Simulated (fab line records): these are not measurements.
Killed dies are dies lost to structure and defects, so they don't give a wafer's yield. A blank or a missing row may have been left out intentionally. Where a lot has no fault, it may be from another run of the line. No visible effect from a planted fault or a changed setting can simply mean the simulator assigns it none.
One fault through the eyes of 2 desks    flow sky130    numbers are kept per desk, each desk with only its own; the story behind them comes last

TOOL OWNER'S DESK, pvdSputter-02
At SKY_METAL4_SPUTTER_01 (material TiN, target thk 20 nm, time 16.7 s) the tool's own readings: per lot run on this tool, the mean of the sampled wafers that have a number. Marked OUT: a lot whose mean sits more than 4 standard deviations from the usual mean, which makes it out of limits; the brackets give that distance.
Columns: A = throttleValvePct at SKY_METAL4_SPUTTER_01, usual 30.1 %
lot   first seen here  A
L680  day 41 02:43     30.1
L690  day 43 13:17     29.9
L691  day 43 16:40     28.9
Result from this desk: across the 3 lots, nothing is out of limits.

FROM THE METROLOGY DESK
Lot by lot, what the gauges showed, no matter which tool ran the lot: averages of those sampled wafers that carry a number. Marked OUT: a lot whose mean sits more than 4 standard deviations from the usual mean, which makes it out of limits; the brackets give that distance.
Columns: A = VIA3_W_RS at SKY_VIA3_RS_MEAS_22, usual 0.293 ohm/sq; B = VIA3_W_THK at SKY_VIA3_THK_MEAS_23, usual 395 nm
lot   first seen here  A      B
L680  day 41 02:12     0.289  402
L683  day 41 12:33     0.297  386
L690  day 43 12:41     0.290  395
L691  day 43 16:10     0.295  391
L692  day 44 03:35     0.290  403
L696  day 45 08:37     0.292  397
Result from this desk: across the 6 lots, nothing is out of limits.

PUT TOGETHER
Nothing out of limits was seen by the tool owner's desk.
Metrology desk: nothing out of limits seen.

WHAT WAS PUT IN BY THE SIMULATOR
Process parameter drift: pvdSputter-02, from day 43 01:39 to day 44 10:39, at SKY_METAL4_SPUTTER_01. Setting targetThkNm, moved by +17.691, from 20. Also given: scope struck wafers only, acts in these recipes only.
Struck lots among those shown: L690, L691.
